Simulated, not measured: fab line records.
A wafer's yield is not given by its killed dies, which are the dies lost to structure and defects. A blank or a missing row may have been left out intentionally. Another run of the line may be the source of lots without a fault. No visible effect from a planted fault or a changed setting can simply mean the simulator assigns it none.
fab line records	flow sky130
record lots=5	wafers=15	lastDay=50
route steps=708 shown LOCAL_INTERCONNECT@391 CONTACT@406 PAD_OPEN@708
lots that met no fault: from a run of the same line without faults
startH: start of the lot's first displayed wafer, in hours after the record's first day	waitH: hours from the lot's prior step to this one	" the same as in the row above	L1.1+2: one row covering several wafers at once	- no value, or no start given	* or withheld: withheld	< > ~ a bound
route shown NAME@n: NAME is a module with steps in the file, n the number in the route of the first one	usual: mean/standard deviation taken from wafers without a fault	same: alike in all rows	chamber/n: place in a boat	sites: each site's reading	_std_site: standard deviation of those values	_edge_site: inner sites' mean taken away from outer sites' mean	radiusMm: how far each site lies from the wafer's centre	mask NAME#n: copy n	behind: the tool/chamber that last shaped the wafer	hold: why the lot went on hold/how many hours it stayed there/how the hold came to an end	device: which transistor (n, p or np) failed to switch	end of line: the tests these same wafers got at the end of their route	step lacking rows: just its recipe	killed: at the first sort, the dies lost to defects and structure; wafer yield is something else	map: dies across one wafer; x = killed, . = not, _ = none there
set.NAME: setting as actually run; set.NAME@STEP: the setting as run at that earlier step	model.NAME: the simulator's own value behind a step, which no gauge read
lots at selected steps of the route; one table per step, one row per wafer
services: the hour from which a tool's chamber was out of use, counted from the record's first day as startH (under 0 if before that day), plus the number of hours and why
## steps
# step SKY_LOCAL_INTERCONNECT_HMDS_04
# recipe primeTimeS=60	primeTempC=120
# step SKY_LOCAL_INTERCONNECT_COAT_05
# recipe resist=BARC	tempC=withheld	timeS=withheld	spinRpm=3000	resistThkNm=60
# step SKY_LOCAL_INTERCONNECT_COAT_06
# recipe resist=KrF-thick	spinRpm=3000	resistThkNm=450
# step SKY_LOCAL_INTERCONNECT_SOFTBAKE_07
# recipe tempC=100	timeS=90	resist=KrF-thick
# step SKY_LOCAL_INTERCONNECT_EXPOSE_08
# recipe maskId=LI1M	na=0.8	sourceShape=annular	sigmaInner=0.55	sigmaOuter=0.85	targetCdNm=170	doseMj=28
# step SKY_LOCAL_INTERCONNECT_PEB_09
# recipe pebTempC=withheld	pebTimeS=withheld	resist=KrF-thick
# step SKY_LOCAL_INTERCONNECT_DEVELOP_10
# recipe developTimeS=60	resist=KrF-thick	devTempC=21
# step SKY_LOCAL_INTERCONNECT_CD_MEAS_11
# recipe targetCdNm=170
# usual cdNm=169.4/1.4
lot.wafer	tool	chamber	startH	waitH	cdNm
L643.1	cdSem-01	-	690.18	-	168.6
L643.2	"	-	"	"	167.5
L643.3	"	-	"	"	168.2
L645.1	cdSem-01	-	711.96	-	168.4
L645.2	"	-	"	"	167.4
L645.4	"	-	"	"	167.7
L654.2	cdSem-01	-	804.75	-	169.7
L654.3	"	-	"	"	168.2
L654.6	"	-	"	"	169.7
L655.2	cdSem-02	-	806.33	-	169.3
L655.3	"	-	"	"	169.8
L655.6	"	-	"	"	169.4
L666.2	cdSem-02	-	875.20	-	171.6
L666.3	"	-	"	"	171.3
L666.5	"	-	"	"	171.7
# step SKY_LOCAL_INTERCONNECT_OVL_MEAS_12
# usual LOCAL_INTERCONNECT_OVL=-1/6.7
lot.wafer	tool	chamber	startH	waitH	LOCAL_INTERCONNECT_OVL[nm]
L643.1	overlay-02	-	690.30	0.1	11
L643.2	"	-	"	"	4
L643.3	"	-	"	"	8
L645.1	overlay-01	-	712.08	0.1	-5
L645.2	"	-	"	"	-4
L645.4	"	-	"	"	-8
L654.2	overlay-01	-	804.86	0.1	-14
L654.3	"	-	"	"	-9
L654.6	"	-	"	"	-11
L655.2	overlay-01	-	806.43	0.1	-8
L655.3	"	-	"	"	1
L655.6	"	-	"	"	-6
L666.2	overlay-01	-	875.31	0.1	1
L666.3	"	-	"	"	-1
L666.5	"	-	"	"	-8
# step SKY_LOCAL_INTERCONNECT_ETCH_13
# recipe chemistry=N2/H2	target=BARC	ionEnergyEv=200	biasW=100	pressureMtorr=30	n2FlowSccm=100	h2FlowSccm=200	icpW=500	stopOn=SiO2	timeS=45.9	targetDepthA=600
# usual drypumpMotorCurrentA=5.96/0.22	heBacksideLeakSccm=3.35/0.21	oesProductAu=0.855/0.005	throttleValvePct=13.226/0.0097
lot.wafer	tool	chamber	startH	waitH	drypumpMotorCurrentA	heBacksideLeakSccm	oesProductAu	rfHoursCounterH	throttleValvePct
L643.1	rieMetal-04	0	690.34	0.0	5.74	3.47	0.850	11	13.228
L643.2	"	1	"	"	5.80	3.26	0.860	12	13.228
L643.3	"	0	"	"	5.72	3.43	0.852	-	13.250
L645.1	rieMetal-04	1	712.11	0.0	5.79	3.38	0.857	12	13.210
L645.2	"	0	"	"	5.70	3.24	0.846	12	13.219
L645.4	"	0	"	"	5.70	3.28	0.847	-	13.236
L654.2	rieMetal-01	1	804.89	0.0	6.15	3.08	0.855	10	13.227
L654.3	"	1	"	"	6.15	3.13	0.858	-	13.238
L654.6	"	0	"	"	6.33	3.15	0.848	-	13.216
L655.2	rieMetal-03	0	806.46	0.0	6.16	3.52	0.860	6	13.230
L655.3	"	0	"	"	6.12	3.38	0.848	-	13.218
L655.6	"	1	"	"	5.87	3.37	0.854	-	13.235
L666.2	rieMetal-04	0	875.34	0.0	5.73	3.45	0.850	2	13.226
L666.3	"	0	"	"	5.71	3.41	0.851	-	13.215
L666.5	"	1	"	"	5.79	3.33	0.855	-	13.222
# step SKY_LOCAL_INTERCONNECT_METAL_ETCH_14
# recipe targetDepthNm=110	stopOn=PSG	chemistry=Cl2/BCl3	target=TiN	resistSidewallDeg=88	pressureMtorr=10	icpW=900	biasW=48.5	Cl2_flow_sccm=60	bcl3FlowSccm=30	timeS=31.4
# step SKY_LOCAL_INTERCONNECT_STRIP_15
# recipe chemistry=O2/N2	powerW=1400	pressureMtorr=1500	platenTempC=withheld	o2FlowSccm=3000	n2FlowSccm=300	overashFraction=0.5
# step SKY_LOCAL_INTERCONNECT_STRIP_16
# recipe chemistry=postEtchResidueRemover	timeS=1200	tempC=72.5
lot.wafer	tool	chamber	startH	waitH
L643.1+2+3	wetBench-04	3	690.55	0.1
L645.1+2+4	wetBench-04	0	712.33	0.1
L654.2+3+6	wetBench-01	3	805.10	0.1
L655.2+3+6	wetBench-02	2	806.68	0.1
L666.2+3+5	wetBench-02	1	875.55	0.1
# step SKY_LOCAL_INTERCONNECT_CLEAN_17
# recipe chemistry=IPA	timeS=180	tempC=25
# step SKY_LOCAL_INTERCONNECT_CLEAN_18
# recipe chemistry=O3/DIW	dry=n2Spin
# step SKY_CONTACT_CVD_00
# recipe material=Si3N4	targetThkNm=75	tempC=400	timeS=withheld	rfW=450
# usual heaterPowerW=703/92
lot.wafer	tool	chamber	startH	waitH	heaterPowerW
L643.1	pecvd-02	0	691.04	0.0	655
L643.2	"	1	"	"	843
L643.3	"	2	"	"	641
L645.1	pecvd-03	1	712.82	0.0	633
L645.2	"	2	"	"	618
L645.4	"	0	"	"	894
L654.2	pecvd-02	1	805.60	0.0	713
L654.3	"	0	"	"	582
L654.6	"	0	"	"	588
L655.2	pecvd-03	0	807.17	0.0	916
L655.3	"	2	"	"	669
L655.6	"	2	"	"	672
L666.2	pecvd-03	0	876.05	0.0	810
L666.3	"	1	"	"	637
L666.5	"	0	"	"	830
# step SKY_CONTACT_THK_MEAS_01
# recipe reads=Si3N4_of_CONTACT_CVD_00
# usual CONTACT_CVD_00_THK=75.2/1.1
lot.wafer	tool	chamber	startH	waitH	CONTACT_CVD_00_THK[nm]
L643.1	filmMetro-01	-	691.08	-	73.6
L643.2	"	-	"	"	74.6
L643.3	"	-	"	"	73.7
L645.1	filmMetro-04	-	712.85	-	74.2
L645.2	"	-	"	"	74.7
L645.4	"	-	"	"	74.6
L654.2	filmMetro-02	-	805.64	-	75.2
L654.3	"	-	"	"	75.0
L654.6	"	-	"	"	75.8
L655.2	filmMetro-04	-	807.21	-	74.9
L655.3	"	-	"	"	76.0
L655.6	"	-	"	"	77.3
L666.2	filmMetro-01	-	876.10	-	75.3
L666.3	"	-	"	"	74.9
L666.5	"	-	"	"	76.8
# step SKY_CONTACT_HDPCVD_02
# recipe material=SiO2	targetThkNm=565	sigmaOpenFrac=0.3	timeS=94.2	tempC=600	sih4FlowSccm=60	pressureMtorr=6
# step SKY_CONTACT_THK_MEAS_03
# recipe reads=SiO2_of_CONTACT_HDPCVD_02
# usual CONTACT_HDPCVD_THK=562/7.1
lot.wafer	tool	chamber	startH	waitH	CONTACT_HDPCVD_THK[nm]
L643.1	filmMetro-04	-	691.21	0.0	561
L643.2	"	-	"	"	558
L643.3	"	-	"	"	559
L645.1	filmMetro-01	-	712.98	0.0	568
L645.2	"	-	"	"	560
L645.4	"	-	"	"	560
L654.2	filmMetro-04	-	805.77	0.0	566
L654.3	"	-	"	"	559
L654.6	"	-	"	"	564
L655.2	filmMetro-02	-	807.34	0.0	565
L655.3	"	-	"	"	564
L655.6	"	-	"	"	563
L666.2	filmMetro-02	-	876.23	0.0	561
L666.3	"	-	"	"	574
L666.5	"	-	"	"	569
# step SKY_CONTACT_CMP_04
# recipe material=SiO2	downForcePsi=4	platenRpm=60	padVelocityMS=0.94248
# usual motorCurrentA=12.2/1.2	timeToEndpointS=85/4.6
lot.wafer	tool	chamber	startH	waitH	motorCurrentA	timeToEndpointS
L643.2	cmp-02	2	691.27	0.0	13.1	78
L643.1	"	3	"	"	10.5	81
L643.3	"	0	"	"	11.1	84
L645.1	cmp-02	3	713.04	0.1	9.9	86
L645.4	"	0	"	"	11.8	84
L645.2	"	2	"	"	14.1	81
L654.3	cmp-02	2	805.87	0.1	13.3	82
L654.2	"	0	"	"	11.2	87
L654.6	"	1	"	"	13.5	88
L655.2	cmp-02	1	807.44	0.1	13.0	87
L655.3	"	3	"	"	10.3	88
L655.6	"	1	"	"	13.2	87
L666.3	cmp-02	3	876.38	0.1	10.6	92
L666.2	"	0	"	"	11.9	88
L666.5	"	2	"	"	13.7	88
# step SKY_CONTACT_BOW_MEAS_05
# recipe mode=bow
# usual CONTACT_BOW=82/7.4
lot.wafer	tool	chamber	startH	waitH	CONTACT_BOW[um]
L643.1	filmMetro-01	-	691.57	0.2	91
L643.2	"	-	"	"	100
L643.3	"	-	"	"	79
L645.1	filmMetro-02	-	713.34	0.2	80
L645.2	"	-	"	"	75
L645.4	"	-	"	"	83
L654.2	filmMetro-01	-	806.14	0.1	89
L654.3	"	-	"	"	76
L654.6	"	-	"	"	80
L655.2	filmMetro-02	-	807.71	0.2	81
L655.3	"	-	"	"	75
L655.6	"	-	"	"	88
L666.2	filmMetro-01	-	876.60	0.1	90
L666.3	"	-	"	"	84
L666.5	"	-	"	"	78
# step SKY_CONTACT_DEHYDRATE_06
# recipe tempC=200	timeS=60
# step SKY_CONTACT_HMDS_07
# recipe primeTimeS=60	primeTempC=120
# step SKY_CONTACT_COAT_08
# recipe resist=BARC	tempC=withheld	timeS=withheld	spinRpm=3000	resistThkNm=60
# step SKY_CONTACT_COAT_09
# recipe resist=KrF-thick	spinRpm=3000	resistThkNm=450
# step SKY_CONTACT_SOFTBAKE_10
# recipe tempC=100	timeS=90	resist=KrF-thick
# step SKY_CONTACT_EXPOSE_11
# recipe maskId=CTM1	na=0.8	sourceShape=annular	sigmaInner=0.55	sigmaOuter=0.85	targetCdNm=170	doseMj=38
# step SKY_CONTACT_PEB_12
# recipe pebTempC=withheld	pebTimeS=withheld	resist=KrF-thick
# step SKY_CONTACT_DEVELOP_13
# recipe developTimeS=60	resist=KrF-thick	devTempC=21
# step SKY_CONTACT_CD_MEAS_14
# recipe targetCdNm=170
# usual cdNm=170.0/1.1
lot.wafer	tool	chamber	startH	waitH	cdNm
L643.1	cdSem-02	-	718.60	-	169.4
L643.2	"	-	"	"	170.2
L643.3	"	-	"	"	169.4
L645.1	cdSem-01	-	740.53	-	170.4
L645.2	"	-	"	"	172.4
L645.4	"	-	"	"	169.3
L654.2	cdSem-01	-	832.45	-	168.4
L654.3	"	-	"	"	169.5
L654.6	"	-	"	"	170.0
L655.2	cdSem-01	-	833.70	-	169.7
L655.3	"	-	"	"	170.1
L655.6	"	-	"	"	169.3
L666.2	cdSem-02	-	901.87	-	168.9
L666.3	"	-	"	"	169.9
L666.5	"	-	"	"	169.8
# step SKY_CONTACT_OVL_MEAS_15
# usual CONTACT_OVL=-2/5.8
lot.wafer	tool	chamber	startH	waitH	CONTACT_OVL[nm]
L643.1	overlay-02	-	718.72	0.1	-5
L643.2	"	-	"	"	-5
L643.3	"	-	"	"	0
L645.1	overlay-01	-	740.65	0.1	-6
L645.2	"	-	"	"	1
L645.4	"	-	"	"	-1
L654.2	overlay-01	-	832.56	0.1	3
L654.3	"	-	"	"	-2
L654.6	"	-	"	"	1
L655.2	overlay-02	-	833.81	0.1	-8
L655.3	"	-	"	"	0
L655.6	"	-	"	"	-4
L666.2	overlay-01	-	901.98	0.1	3
L666.3	"	-	"	"	5
L666.5	"	-	"	"	8
# step SKY_CONTACT_ETCH_16
# recipe chemistry=N2/H2	target=BARC	ionEnergyEv=200	sourceW=500	biasW=100	pressureMtorr=30	n2FlowSccm=100	h2FlowSccm=200	stopOn=SiO2	timeS=45.9	targetDepthA=600
# step SKY_CONTACT_ETCH_17
# recipe target=SiO2	chemistry=C4F8/O2/Ar	stopOn=Si3N4	maskMaterial=KrF-thick	sourceW=1500	biasW=1200	pressureMtorr=40	c4f8FlowSccm=withheld	O2_flow_sccm=6	Ar_flow_sccm=300	timeS=withheld	targetDepthA=3400
# step SKY_CONTACT_ETCH_18
# recipe target=Si3N4	chemistry=CHF3/O2	stopOn=TiN	sourceW=600	biasW=200	pressureMtorr=40	chf3FlowSccm=50	O2_flow_sccm=5	timeS=39	targetDepthA=750
# usual O2_flow_sccm=5.001/0.016	drypumpMotorCurrentA=5.8/0.52	oesProductAu=0.856/0.0086	throttleValvePct=8.794/0.0084
lot.wafer	tool	chamber	startH	waitH	O2_flow_sccm	drypumpMotorCurrentA	oesProductAu	rfHoursCounterH	throttleValvePct
L643.1	rieDiel-04	3	-	-	5.040	6.0	0.844	3	8.790
L643.2	"	2	"	"	4.989	5.2	0.859	11	8.790
L643.3	"	1	"	"	4.996	5.4	0.849	2	8.786
L645.1	rieDiel-04	0	-	-	5.027	5.6	0.843	0	8.791
L645.2	"	3	"	"	5.001	6.0	0.853	4	8.805
L645.4	"	2	"	"	5.007	5.2	0.848	12	8.790
L654.2	rieDiel-04	3	-	-	4.996	6.0	0.860	6	8.803
L654.3	"	1	"	"	5.004	5.4	0.860	6	8.790
L654.6	"	0	"	"	4.989	5.5	0.854	-	8.814
L655.2	rieDiel-01	3	-	-	5.004	6.0	0.857	16	8.785
L655.3	"	0	"	"	5.004	5.8	0.854	24	8.797
L655.6	"	0	"	"	5.004	5.8	0.871	-	8.802
L666.2	rieDiel-03	3	-	-	5.004	5.7	0.862	7	8.797
L666.3	"	1	"	"	5.010	6.7	0.847	12	8.791
L666.5	"	1	"	"	5.010	6.7	0.870	-	8.786
# step SKY_CONTACT_STRIP_19
# recipe chemistry=O2/N2	powerW=1400	pressureMtorr=1500	platenTempC=withheld	o2FlowSccm=3000	n2FlowSccm=300	overashFraction=0.5
# step SKY_CONTACT_STRIP_20
# recipe chemistry=postEtchResidueRemover	timeS=1200	tempC=72.5
# step SKY_CONTACT_CLEAN_21
# recipe chemistry=IPA	timeS=180	tempC=25
# step SKY_CONTACT_CLEAN_22
# recipe chemistry=O3/DIW	dry=n2Spin
# step SKY_CONTACT_SPUTTER_23
# recipe material=TiN	targetThkNm=20	chamberPressurePa=5	powerW=4000	timeS=80
# step SKY_CONTACT_CVD_24
# recipe material=W	targetThkNm=340	timeS=102.12	tempC=400	pressureTorr=40
# usual heaterPowerW=840/81
lot.wafer	tool	chamber	startH	waitH	heaterPowerW
L643.1	cvdW-02	0	719.54	0.0	951
L643.2	"	1	"	"	866
L643.3	"	1	"	"	867
L645.1	cvdW-02	0	741.47	0.0	957
L645.2	"	1	"	"	858
L645.4	"	1	"	"	845
L654.2	cvdW-01	0	833.38	0.0	827
L654.3	"	0	"	"	807
L654.6	"	0	"	"	797
L655.2	cvdW-01	0	834.63	0.0	817
L655.3	"	0	"	"	789
L655.6	"	0	"	"	811
L666.2	cvdW-01	1	902.84	0.0	746
L666.3	"	1	"	"	748
L666.5	"	0	"	"	817
# step SKY_CONTACT_RS_MEAS_25
# recipe thkMeasGauge=four-point-probe	reads=W_of_CONTACT_CVD_24+TiN_of_CONTACT_SPUTTER_23
# usual CONTACT_W_RS=0.338/0.0037
lot.wafer	tool	chamber	startH	waitH	CONTACT_W_RS[ohm/sq]
L643.1	filmMetro-02	-	719.65	0.1	0.333
L643.2	"	-	"	"	0.331
L643.3	"	-	"	"	0.329
L645.1	filmMetro-04	-	741.58	0.1	0.342
L645.2	"	-	"	"	0.341
L645.4	"	-	"	"	0.340
L654.2	filmMetro-02	-	833.51	0.1	0.337
L654.3	"	-	"	"	0.339
L654.6	"	-	"	"	0.339
L655.2	filmMetro-04	-	834.76	0.1	0.342
L655.3	"	-	"	"	0.347
L655.6	"	-	"	"	0.344
L666.2	filmMetro-04	-	902.97	0.1	0.340
L666.3	"	-	"	"	0.337
L666.5	"	-	"	"	0.341
# step SKY_CONTACT_THK_MEAS_26
# recipe thkMeasGauge=xrf	reads=W_of_CONTACT_CVD_24
# usual CONTACT_W_THK=335/3.8
lot.wafer	tool	chamber	startH	waitH	CONTACT_W_THK[nm]
L643.1	filmMetro-02	-	719.77	0.1	336
L643.2	"	-	"	"	340
L643.3	"	-	"	"	342
L645.1	filmMetro-04	-	741.70	0.1	335
L645.2	"	-	"	"	335
L645.4	"	-	"	"	337
L654.2	filmMetro-02	-	833.62	0.1	334
L654.3	"	-	"	"	334
L654.6	"	-	"	"	336
L655.2	filmMetro-04	-	834.87	0.1	334
L655.3	"	-	"	"	329
L655.6	"	-	"	"	333
L666.2	filmMetro-04	-	903.08	0.1	336
L666.3	"	-	"	"	337
L666.5	"	-	"	"	334
# step SKY_PAD_OPEN_PROBE_99
# usual killed_at_M0_to_M3=44/7.2	killed_at_M4_up=3.1/1.8	killedAtContacts=24/4.5	killedAtFrontEnd=16/4.4	killedAtOther=0.2/0.42	killedDies=87/8.9	killedOnRim=17/4.1	killedOpen=48/6.4	killedShort=39/6.2
# same grossDies=492	killedAtBackSide=0
lot.wafer	tool	chamber	startH	waitH	killed_at_M0_to_M3	killed_at_M4_up	killedAtContacts	killedAtFrontEnd	killedAtOther	killedDies	killedOnRim	killedOpen	killedShort
L643.1	prober-01	-	1053.83	0.1	51	3	26	23	0	103	18	66	37
L643.2	prober-01	-	1053.88	0.1	49	1	19	14	0	83	21	43	40
L643.3	prober-01	-	1053.93	0.2	39	2	30	14	0	85	15	52	33
L645.1	prober-01	-	1072.98	0.1	35	5	21	16	0	77	14	37	40
L645.2	prober-01	-	1073.03	0.1	57	5	28	16	0	106	14	58	48
L645.4	prober-01	-	1073.13	0.2	45	1	20	12	0	78	13	43	35
L654.2	prober-02	-	1139.36	0.1	42	2	23	17	0	84	12	45	39
L654.3	prober-02	-	1139.41	0.2	47	2	22	21	0	92	25	54	38
L654.6	prober-02	-	1139.56	0.2	57	7	25	18	0	107	21	56	51
L655.2	prober-01	-	1139.82	0.1	28	3	54	11	0	96	25	45	23
L655.3	prober-01	-	1139.87	0.2	37	0	51	11	0	99	25	38	34
L655.6	prober-01	-	1140.02	0.2	40	6	44	18	1	109	33	45	35
L666.2	prober-02	-	1188.69	0.1	38	3	29	12	0	82	16	47	35
L666.3	prober-02	-	1188.74	0.2	41	5	26	16	0	88	17	49	39
L666.5	prober-02	-	1188.84	0.2	45	5	27	13	1	91	15	48	43
# killed by level:class
L643.1 VIA1:geometricParticle:open=15 CONTACT:geometricParticle:open=14 VIA3:geometricParticle:open=7 LI_CONTACT:geometricParticle:open=7 VIA1:geometricParticle:short=7 FIELD_ISO:geometricParticle:open=5 POLY_GATE:geometricParticle:open=5 POLY_GATE:geometricParticle:short=5
L643.2 VIA1:geometricParticle:open=12 VIA3:geometricParticle:open=9 LI_CONTACT:geometricParticle:open=6 CONTACT:geometricParticle:open=6 METAL1:geometricParticle:short=6 METAL2:geometricParticle:short=5 VIA3:geometricParticle:short=5 POLY_GATE:geometricParticle:open=4
L643.3 CONTACT:geometricParticle:open=12 VIA1:geometricParticle:open=11 LI_CONTACT:geometricParticle:open=8 VIA3:geometricParticle:open=6 VIA1:geometricParticle:short=6 LI_CONTACT:geometricParticle:short=5 VIA2:geometricParticle:open=4 FIELD_ISO:geometricParticle:open=3
L645.1 VIA1:geometricParticle:open=7 LI_CONTACT:geometricParticle:open=6 VIA1:geometricParticle:short=5 CONTACT:geometricParticle:open=5 METAL2:geometricParticle:short=5 FIELD_ISO:geometricParticle:open=4 POLY_GATE:geometricParticle:short=4 LI_CONTACT:geometricParticle:short=4
L645.2 VIA1:geometricParticle:open=15 VIA1:geometricParticle:short=11 CONTACT:geometricParticle:open=10 LI_CONTACT:geometricParticle:open=7 POLY_GATE:geometricParticle:short=6 LI_CONTACT:geometricParticle:short=5 VIA3:geometricParticle:open=5 POLY_GATE:geometricParticle:open=4
L645.4 VIA1:geometricParticle:open=10 CONTACT:geometricParticle:open=9 METAL2:geometricParticle:short=7 METAL3:geometricParticle:short=5 LI_CONTACT:geometricParticle:open=4 METAL1:geometricParticle:short=4 VIA2:geometricParticle:open=4 POLY_GATE:geometricParticle:open=3
L654.2 CONTACT:geometricParticle:open=12 VIA1:geometricParticle:open=11 VIA1:geometricParticle:short=9 VIA3:geometricParticle:short=5 FIELD_ISO:geometricParticle:open=4 FIELD_ISO:geometricParticle:short=4 LOCAL_INTERCONNECT:geometricParticle:short=4 VIA3:geometricParticle:open=4
L654.3 VIA1:geometricParticle:open=11 CONTACT:geometricParticle:open=9 VIA3:geometricParticle:open=8 CONTACT:geometricParticle:short=8 FIELD_ISO:geometricParticle:open=6 METAL2:geometricParticle:short=6 POLY_GATE:geometricParticle:open=5 VIA2:geometricParticle:open=5
L654.6 VIA1:geometricParticle:open=14 VIA1:geometricParticle:short=11 CONTACT:geometricParticle:open=10 POLY_GATE:geometricParticle:open=7 METAL2:geometricParticle:short=7 LI_CONTACT:geometricParticle:open=6 VIA3:geometricParticle:short=6 VIA3:geometricParticle:open=6
L655.2 LOCAL_INTERCONNECT:unspecified=28 CONTACT:geometricParticle:open=10 LI_CONTACT:geometricParticle:open=8 VIA3:geometricParticle:open=6 POLY_GATE:geometricParticle:open=4 VIA1:geometricParticle:open=4 VIA1:geometricParticle:short=4 FIELD_ISO:geometricParticle:open=3
L655.3 LOCAL_INTERCONNECT:unspecified=27 LOCAL_INTERCONNECT:geometricParticle:short=8 VIA1:geometricParticle:open=8 CONTACT:geometricParticle:open=7 VIA2:geometricParticle:open=6 VIA1:geometricParticle:short=4 FIELD_ISO:geometricParticle:open=3 POLY_GATE:geometricParticle:short=3
L655.6 LOCAL_INTERCONNECT:unspecified=29 VIA1:geometricParticle:open=12 VIA2:geometricParticle:open=7 LI_CONTACT:geometricParticle:open=6 FIELD_ISO:geometricParticle:open=4 VIA1:geometricParticle:short=4 METAL2:geometricParticle:short=4 METAL4:geometricParticle:short=4
L666.2 VIA1:geometricParticle:open=13 LI_CONTACT:geometricParticle:open=6 CONTACT:geometricParticle:short=6 CONTACT:geometricParticle:open=6 VIA3:geometricParticle:open=6 LI_CONTACT:geometricParticle:short=5 FIELD_ISO:geometricParticle:open=4 LOCAL_INTERCONNECT:geometricParticle:short=4
L666.3 VIA1:geometricParticle:open=10 LI_CONTACT:geometricParticle:open=8 CONTACT:geometricParticle:open=8 VIA2:geometricParticle:open=7 METAL1:geometricParticle:short=6 VIA1:geometricParticle:short=6 METAL2:geometricParticle:short=5 FIELD_ISO:geometricParticle:short=4
L666.5 CONTACT:geometricParticle:open=11 LI_CONTACT:geometricParticle:open=9 FIELD_ISO:geometricParticle:open=6 VIA3:geometricParticle:open=6 METAL1:geometricParticle:short=6 VIA1:geometricParticle:open=6 METAL2:geometricParticle:short=6 VIA3:geometricParticle:short=5
# map L655.6 (x killed, . not)
__________xxx.xx...._________
________xxxxxx.......x_______
______xxxxxxx..x.....x.._____
_____xxxxxxx.x........xx.____
____xx.xxxx.............x.___
___...x......x............x__
__....x.......x.x.......x..x_
_xx...x...x......x.........x.
_x......x.x...xx..xx.........
_x..........x............x...
_x.x......x......xxx.......x.
_............x.....x..x.....x
_............x..........x.x..
_.......xx...............x...
_.........x....x.............
__.x...x...........x.x...x.._
___.x.x...xx....xx..x..x...__
____.....x.........x..x...___
_____..x..x.x..x.xx......____
______.x.............x.._____
________....x....xx..._______
__________....x....._________
# map L666.5 (x killed, . not)
__________x...x....._________
________........x..xx._______
______.......x.....x...._____
_____.......x............____
____...xx........xx..xx...___
___x.x...x........x....x.x.__
__.xx.x.x.....x.x..x..xxx..._
_.xx...x.......x....x......x.
_........x..x.......x...x....
_...x.xx.......x.x....x......
_..........x....x...x........
_..................x......x..
_..............x......x..x...
_....x....x......xx.x.....x..
_.........x...............x..
__.xx.x..xx.........x..x.x.x_
___....x.x..........x......__
____...x......x....x...x..___
_____x.....x.........xx..____
______...x.......x.x...._____
________..x.x.x...xx.._______
__________x........._________
## services
tool	chamber	startH	hours	kind
cmp-02	-	672.91	1.6	repair
rieMetal-01	-	674.15	2.8	pm
cmp-02	-	676.86	2.7	pm
wetBench-02	-	683.19	2.5	repair
pecvd-02	-	684.53	0.6	repair
cvdW-02	-	694.13	1.2	repair
cmp-02	-	696.78	0.3	repair
rieDiel-04	-	697.64	2.8	pm
cvdW-02	-	701.72	2.8	pm
cvdW-02	-	705.57	6.0	pm
cmp-02	-	712.09	0.4	repair
rieMetal-04	0	734.72	22.3	repair
rieMetal-04	-	738.13	2.8	pm
cmp-02	-	744.25	4.0	pm
cvdW-01	-	786.25	2.8	pm
pecvd-02	-	799.26	6.0	pm
cvdW-01	1	799.80	2.7	repair
rieDiel-04	0	810.59	2.9	repair
cvdW-02	0	822.33	3.1	repair
cvdW-02	-	850.23	6.9	pm
pecvd-03	1	856.81	5.5	repair
cvdW-02	-	858.67	4.3	pm
rieMetal-04	-	870.87	4.3	pm
cvdW-02	1	872.22	13.5	repair
## key
firstSign step=SKY_PAD_OPEN_PROBE_99	reading=killedAtContacts	direction=up	sigmas=5.6	usual=24	struck=50
effect step=SKY_PAD_OPEN_PROBE_99	reading=killedOnRim	direction=up	sigmas=2.6	usual=17	struck=28
metAt SKY_LOCAL_INTERCONNECT_STRIP_16
struckWafers L655.2,L655.3,L655.6
testerLeftOut L655
alsoFits SKY_LOCAL_INTERCONNECT_ETCH_13:rieMetal-03,SKY_CONTACT_ETCH_18:rieDiel-01
fault kind=chamberParticleSource	tool=wetBench-02	chamber=2	onsetH=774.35	steps=SKY_LOCAL_INTERCONNECT_STRIP_16	ratePerVisitCm2=1.1806	endH=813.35
# testerLeftOut: of these lots the tester's yield and bins aren't shown, on N5 and GAA mostly nor the transistor test; their killed dies are dies lost to structure and defects alone, not to doping, threshold or leakage, so they don't give the yield
